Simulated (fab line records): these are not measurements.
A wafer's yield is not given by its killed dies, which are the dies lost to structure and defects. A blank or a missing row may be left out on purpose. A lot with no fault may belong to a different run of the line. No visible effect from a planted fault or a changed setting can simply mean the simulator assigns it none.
Which tool was responsible? ; flow gf180mcu ; Sampling: 6 lots, 17 wafers, 3 of 602 route steps

WHAT THE GAUGES READ, wafer by wafer
GF_V4_THK_MEAS_03.
lot;measured;on;V4_CVD_02_THK (nm)
L429;day 24 08:08;film_metro-01;850 859 851
L434;day 25 09:25;film_metro-01;838 857 850
L436;day 26 06:26;film_metro-03;852 857 860
L440;day 27 11:22;film_metro-02;835 843 849
L447;day 29 18:06;film_metro-03;280 839
L450;day 30 03:04;film_metro-03;821 830 834

WHAT TOOL EACH LOT RAN ON (gives the tool, then ch and the chambers of the sampled wafers, and finally the start)
lot;GF_V3_SPUTTER_21;GF_V4_CVD_02
L429;pvd_sputter-02, day 23 07:55;pecvd-03 ch 0,2, day 24 08:04
L434;pvd_sputter-01, day 24 10:19;pecvd-02 ch 0,2, day 25 09:18
L436;pvd_sputter-04, day 25 07:23;pecvd-04 ch 0,1,2, day 26 06:22
L440;pvd_sputter-04, day 26 12:49;pecvd-04 ch 0,1,2, day 27 11:17
L447;pvd_sputter-04, day 28 21:37;pecvd-02 ch 0,1, day 29 18:01
L450;pvd_sputter-01, day 29 06:41;pecvd-04 ch 0,1,2, day 30 02:59
- GF_V3_SPUTTER_21: material Ti, target thk 15 nm, time 80.02 s.
- GF_V4_CVD_02: deposits SiO2 from TEOS, target thk 850 nm, time 94.851 s.

THE ANSWER, worked out from the rows above alone
Rule: usual is defined by the lots themselves. Put in order of their means at a reading, lots are off if they are a third of the lots or fewer, leave a main group of 4 or more, and stand apart from it by a gap of 3 or more times the standard deviation of the main group's means; of several such gaps the widest counts. A main group whose means are all the same, to the digits that the tables above print for the reading, isn't used. Also off: a lot with no number at a reading for which 4 or more lots have one. Where the step has rows for the other lots, those lots are counted as sound.
Off: L447, at GF_V4_THK_MEAS_03 (V4_CVD_02_THK). Main group: mean 846 nm, sd 9.9.
A tool fits if, at a process step before that reading, it ran every lot that is off, and no sound lot after the first of them. Gauges at GF_V4_THK_MEAS_03: tried the same way as those tools. Undecided on this evidence; 2 tools fit (pvd_sputter-04 at GF_V3_SPUTTER_21, pecvd-02 at GF_V4_CVD_02).

WHAT THE SIMULATOR PUT IN
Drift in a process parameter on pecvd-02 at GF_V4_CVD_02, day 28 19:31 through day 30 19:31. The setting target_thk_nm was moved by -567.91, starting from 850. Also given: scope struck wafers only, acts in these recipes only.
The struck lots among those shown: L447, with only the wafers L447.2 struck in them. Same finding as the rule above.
